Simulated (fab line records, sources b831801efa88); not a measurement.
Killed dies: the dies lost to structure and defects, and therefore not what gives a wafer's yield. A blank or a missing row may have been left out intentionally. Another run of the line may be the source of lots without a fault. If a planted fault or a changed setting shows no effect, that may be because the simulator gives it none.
Code-filled problem report in 8D (eight disciplines) form | flow sky130 | the parts of the form that need people (team, actions taken, sign-off) are left out

## 1. PROBLEM STATEMENT
Across 3 wafers from 3 lots, NWELL_TW at SKY_NWELL_TW_MEAS_15 averages 1740, while fault-free wafers read 1837 with a standard deviation of 15. That puts it -6.5 standard deviations away from the usual mean.
First seen on wafer L405.2, day 6 03:47, on film metro-04. At this step, 31 wafers from 11 lots have a number in the record. Rule for "out", or "out of limits": more than 4 standard deviations from the usual mean. Any other wafer with a number is counted as sound.

## 2. WHAT IT IS AND WHAT IT IS NOT
question                    | is                           | is not
which readings at this step | NWELL_TW                     | -
which lots                  | L405, L408, L410             | L398, L399, L403, L412, L413, L419, L420, L421
which wafers of those lots  | L405.2, L408.2, L410.2       | L405.3, L405.6, L408.5, L410.6
read on which gauges        | film metro-01, film metro-04 | film metro-02
when                        | from day 6 03:47             | up to then (11 sound wafers); but 17 sound wafers of L408, L410, L412, L413, L419, L420, L421 came after

## 3. THE SUSPECTS, EACH WITH WHAT RULES IT OUT
Counting: if a tool at a process step up to the reading ran every lot that is out, it stays a suspect. Sound lots after the first of them don't rule it out here, since some wafers of a struck lot are sound.
- ruled out: the gauge at SKY_NWELL_TW_MEAS_15. 2 gauges (film metro-01, film metro-04) read the wafers that are out.
- implanter-04 at SKY_NWELL_IMPLANT_11: kept. Every lot that is out went through it, the first being L405 (day 6 03:16); the last sound lot it ran before that was L398 (day 4 12:29). Its own beam on s, faraday current uA readings are out on those wafers.
- plasma asher-04 at SKY_NWELL_STRIP_14 (strips in O2/N2): kept. It ran every lot that is out, first L405 (day 6 03:41).
After counting, implanter-04 at SKY_NWELL_IMPLANT_11 and plasma asher-04 at SKY_NWELL_STRIP_14 remain.

## 4. THE CAUSE (what the simulator had put in)
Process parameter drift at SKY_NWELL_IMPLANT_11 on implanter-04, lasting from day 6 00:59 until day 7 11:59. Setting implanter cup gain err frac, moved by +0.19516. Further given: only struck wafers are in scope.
Counting left 2 suspects, and this tool is among them.

## 5. THE CHAIN OF EFFECTS, in route order
Rows list readings where the struck wafers' mean (over those with a number) sits beyond 3 standard deviations from the usual. Scope: only readings with a usual standard deviation given in the record; hours: median across lots of the time from each lot's start at the first step in this table that gives one to its start at this step; sigmas: change in usual standard deviations.
hours | step                 | reading            | usual        | on struck wafers | change | sigmas
0     | SKY_NWELL_IMPLANT_11 | beam on s          | 10.00 s      | 8.48             | -1.52  | -8.5
0     | SKY_NWELL_IMPLANT_11 | faraday current uA | 107.2        | 126.7            | +19.5  | +10
1     | SKY_NWELL_TW_MEAS_15 | NWELL_TW           | 1837         | 1740             | -97    | -6.5
20    | SKY_NWELL_RS_MEAS_29 | NWELL_RS           | 624.8 ohm/sq | 686.9            | +62.1  | +41
Its process steps:
- SKY_NWELL_IMPLANT_11

## 6. WHAT WOULD HAVE CAUGHT IT SOONER
3 hours passed between the start of the fault at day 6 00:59 and the first reading out of limits at a measuring or inspecting step in this record, taken at day 6 03:47.
At SKY_NWELL_IMPLANT_11, the tool's own readings (beam on s, faraday current uA) were out on each struck wafer the step has a row for, so an alarm limit on them would have fired on the first such wafer.
Of the lots that are out (3), L408, L410 began SKY_NWELL_IMPLANT_11 on implanter-04 after day 6 03:47. A hold on the tool at that time would have spared those 2.
